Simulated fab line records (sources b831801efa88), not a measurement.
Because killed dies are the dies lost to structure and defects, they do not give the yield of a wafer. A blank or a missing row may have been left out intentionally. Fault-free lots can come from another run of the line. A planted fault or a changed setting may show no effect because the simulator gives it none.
Matching of chambers    flow gf180mcu    rie-diel-04 running GF_V3_ETCH_16: 4 sister chambers
The step etches BARC in N2/H2. 8 wafers are shown with their chamber, then 9 later ones without.

== WAFERS, EACH WITH ITS CHAMBER ==
wafer   chamber  drypump-motor-current-A (A)  bias-w (W)
L082.1  2        5.4                          103.84
L084.2  3        5.4                          103.33
L084.4  0        6.6                          103.88
L086.3  3        5.4                          103.99
L086.4  1        5.0                          103.29
L091.3  2        5.4                          103.90
L091.4  0        6.7                          103.09
L091.6  1        5.0                          103.83

== WAFERS WHOSE CHAMBER IS MISSING ==
wafer   drypump-motor-current-A (A)  bias-w (W)
L092.1  5.0                          103.75
L092.3  5.4                          104.06
L092.5  6.7                          104.03
L093.1  5.4                          103.70
L093.2  5.0                          103.85
L093.4  5.4                          103.67
L096.3  5.4                          103.81
L096.4  5.4                          103.82
L096.6  5.0                          103.81

== CHAMBER TAKEN BY EACH ==
wafer   from the rows above      in truth
L092.1  1                        1
L092.3  can't be placed: 2 or 3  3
L092.5  0                        0
L093.1  can't be placed: 3 or 2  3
L093.2  1                        1
L093.4  can't be placed: 3 or 2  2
L096.3  can't be placed: 2 or 3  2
L096.4  can't be placed: 2 or 3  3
L096.6  1                        1
Placed correctly: 4 of 9. Not placeable from these rows: 5 (in 5, the candidates include the true chamber). Number placed wrongly: 0.
How it was worked out, from the rows above alone: a wafer's distance from a chamber is the root of the sum, over the readings, of the square of ((its reading less the chamber's mean) divided by the reading's scatter). The wafer belongs to the nearest chamber; if the next one is less than 2 further off, it can't be placed. For every chamber, the mean is computed from those of its wafers that are shown. The scatter is the square root of a quotient: the sum, over the shown wafers, of each reading's squared deviation from its chamber's mean, divided by wafers minus chambers.
